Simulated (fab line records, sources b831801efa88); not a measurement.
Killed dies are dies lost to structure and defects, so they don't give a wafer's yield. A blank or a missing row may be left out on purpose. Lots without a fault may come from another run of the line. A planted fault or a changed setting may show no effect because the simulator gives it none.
Which tool did it? | flow gf180mcu | 11 lots, 33 wafers sampled, at 3 steps of a route of 602

WHAT THE GAUGES READ, wafer by wafer
GF_HV_LDD_TW_MEAS_38.
lot  | measured     | on            | HV_LDD_3_TW
L166 | day 11 21:31 | film_metro-04 | 1446 1449 1446
L167 | day 12 00:28 | film_metro-04 | 1448 1446 1446
L170 | day 12 23:25 | film_metro-04 | 1451 1446 1450
L172 | day 13 12:44 | film_metro-02 | 1418 1425 1425
L174 | day 14 08:55 | film_metro-01 | 1439 1447 1446
L175 | day 14 16:02 | film_metro-04 | 1441 1437 1445
L176 | day 14 20:58 | film_metro-01 | 1432 1443 1444
L181 | day 16 17:10 | film_metro-02 | 1368 1368 1363
L182 | day 17 08:18 | film_metro-02 | 1357 1370 1363
L187 | day 18 08:15 | film_metro-02 | 1414 1412 1416
L188 | day 19 01:31 | film_metro-02 | 1419 1419 1425

WHICH TOOL RAN EACH LOT (tool, then ch and the chambers of the sampled wafers, then the start)
lot  | GF_NWELL_STRIP_10                   | GF_HV_LDD_IMPLANT_36
L166 | plasma_asher-04 ch 0,1, day 3 10:06 | implanter-04 ch 0, day 11 21:16
L167 | plasma_asher-01 ch 0,1, day 3 14:26 | implanter-02 ch 0, day 12 00:14
L170 | plasma_asher-02 ch 0,1, day 4 09:11 | implanter-04 ch 0, day 12 23:10
L172 | plasma_asher-02 ch 0,1, day 4 16:58 | implanter-04 ch 0, day 13 12:32
L174 | plasma_asher-04 ch 0,1, day 5 04:12 | implanter-03 ch 0, day 14 08:41
L175 | plasma_asher-02 ch 0,1, day 5 09:10 | implanter-03 ch 0, day 14 15:50
L176 | plasma_asher-01 ch 0,1, day 5 15:23 | implanter-03 ch 0, day 14 20:43
L181 | plasma_asher-02 ch 0, day 6 17:59   | implanter-03 ch 0, day 16 16:56
L182 | plasma_asher-01 ch 0,1, day 7 09:05 | implanter-03 ch 0, day 17 08:03
L187 | plasma_asher-04 ch 0,1, day 8 03:38 | implanter-04 ch 0, day 18 08:00
L188 | plasma_asher-01 ch 0,1, day 8 12:29 | implanter-04 ch 0, day 19 01:16
- GF_NWELL_STRIP_10: strips in O2/N2.
- GF_HV_LDD_IMPLANT_36

THE ANSWER, worked out from the rows above alone
Rule: what is usual is taken from the lots themselves. Put in order of their means at a reading, lots are off if they are a third of the lots or fewer, leave a main group of 4 or more, and stand apart from it by a gap of 3 or more times the standard deviation of the main group's means; of several such gaps the widest counts. A main group whose means are all the same, to the digits that the tables above print for the reading, isn't used. A lot without any number at a reading at which 4 lots or more have one is off too. The other lots that the step has rows for count as sound.
Off: L181, L182, at GF_HV_LDD_TW_MEAS_38 (HV_LDD_3_TW). The main group: mean 1436, standard deviation 12.
A tool fits if, at a process step before that reading, it ran every lot that is off, and no sound lot after the first of them. The gauges at GF_HV_LDD_TW_MEAS_38 are tried like those tools. One fits: implanter-03 at GF_HV_LDD_IMPLANT_36. Its last sound lot is L176 (day 14 20:43), its first lot that is off L181 (day 16 16:56): a fault that began between those two fits.

WHAT THE SIMULATOR HAD PUT IN
Process parameter drift: implanter-03, from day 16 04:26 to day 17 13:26, at GF_HV_LDD_IMPLANT_36. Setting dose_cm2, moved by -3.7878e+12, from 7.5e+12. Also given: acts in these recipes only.
Lots struck among those shown: L181, L182. The rule above found the same.
